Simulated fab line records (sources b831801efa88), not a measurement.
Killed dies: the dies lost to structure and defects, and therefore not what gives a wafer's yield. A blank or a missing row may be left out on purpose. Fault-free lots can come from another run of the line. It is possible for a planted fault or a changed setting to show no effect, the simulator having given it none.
Which tool is to blame?    flow gf180mcu    42 wafers from 14 lots sampled at 3 of the route's 602 steps

WHAT EACH GAUGE READ, for each wafer
GF_V5_THK_MEAS_01.
lot   measured      on             V5_CVD_00_THK (nm)
L673  day 26 12:00  film_metro-03  303 306 303
L676  day 27 08:09  film_metro-01  295 298 296
L677  day 27 20:32  film_metro-03  302 299 300
L678  day 28 03:50  film_metro-03  295 294 297
L679  day 28 10:17  film_metro-03  305 304 303
L680  day 29 00:28  film_metro-03  304 301 303
L681  day 29 05:14  film_metro-01  297 297 299
L682  day 29 10:28  film_metro-01  299 293 297
L687  day 30 20:10  film_metro-04  299 300 299
L690  day 31 17:47  film_metro-03  305 306 306
L691  day 31 22:19  film_metro-01  298 298 302
L693  day 32 06:24  film_metro-01  299 300 299
L694  day 32 13:08  film_metro-03  296 296 298
L695  day 32 17:22  film_metro-04  298 306 299

GF_V5_BOW_MEAS_05.
lot   measured      on             V5_BOW (um)
L673  day 26 12:32  film_metro-04  127 128 137
L676  day 27 08:41  film_metro-01  131 143 129
L677  day 27 21:04  film_metro-03  139 130 148
L678  day 28 04:22  film_metro-03  141 128 134
L679  day 28 10:50  film_metro-01  139 124 130
L680  day 29 01:00  film_metro-04  130 142 138
L681  day 29 05:47  film_metro-03  141 135 135
L682  day 29 11:00  film_metro-01  138 127 124
L687  day 30 20:42  film_metro-03  134 139 126
L690  day 31 18:19  film_metro-03  133 129 140
L691  day 31 22:50  film_metro-03  129 113 137
L693  day 32 06:56  film_metro-04  133 144 117
L694  day 32 13:41  film_metro-01  131 127 130
L695  day 32 17:54  film_metro-03  139 141 127

GF_V5_CD_MEAS_14: the cd target is 260 nm.
lot   measured      on         cd_nm (nm)
L673  day 27 09:18  cd_sem-02  258.6 259.0 260.0
L676  day 28 05:20  cd_sem-01  258.6 260.7 261.3
L677  day 28 16:37  cd_sem-02  262.9 262.2 262.0
L678  day 28 23:57  cd_sem-01  259.2 257.8 258.6
L679  day 29 06:22  cd_sem-02  260.5 261.9 259.7
L680  day 29 20:10  cd_sem-01  260.7 259.3 260.6
L681  day 30 00:40  cd_sem-02  260.9 261.8 262.1
L682  day 30 05:28  cd_sem-01  257.5 257.3 257.8
L687  day 31 14:16  cd_sem-01  261.2 261.6 260.9
L690  day 32 11:07  cd_sem-02  262.0 261.6 261.9
L691  day 32 15:34  cd_sem-02  258.5 259.1 258.5
L693  day 32 23:23  cd_sem-01  259.3 259.0 259.3
L694  day 33 06:20  cd_sem-01  258.1 258.0 258.0
L695  day 33 09:46  cd_sem-02  258.0 258.3 259.0

WHAT TOOL EACH LOT RAN ON (gives the tool, then ch and the chambers of the sampled wafers, and finally the start)
There is no process step in the record ahead of these readings.

AS READ BY THE TOOLS THEMSELVES (means over the sampled wafers that have a number; for cases with no such wafer, the mark the record gives instead)
The record holds no such reading with a usual standard deviation.

THE ANSWER, worked out from the rows above alone
Rule: what is usual is taken from the lots themselves. The widest of any qualifying gaps counts: lots, ordered by their means at a reading, are off when they make up no more than a third of the lots, leave a main group of 4 or more, and stand apart from it by 3 or more times the standard deviation of that group's means. A main group whose means are all the same, to the digits that the tables above print for the reading, isn't used. A lot without any number at a reading at which 4 lots or more have one is off too. Where the step has rows for the other lots, those lots are counted as sound. After the gauges, taken in route order, come the tools' own readings; for these a lot's mean is taken, as printed above. At the first step where some lot is off, the reading lying furthest off is the one used; lots without a number count as furthest.
No lot is off on any of the readings shown, so nothing can be concluded from this.

WHAT THE SIMULATOR HAD PUT IN
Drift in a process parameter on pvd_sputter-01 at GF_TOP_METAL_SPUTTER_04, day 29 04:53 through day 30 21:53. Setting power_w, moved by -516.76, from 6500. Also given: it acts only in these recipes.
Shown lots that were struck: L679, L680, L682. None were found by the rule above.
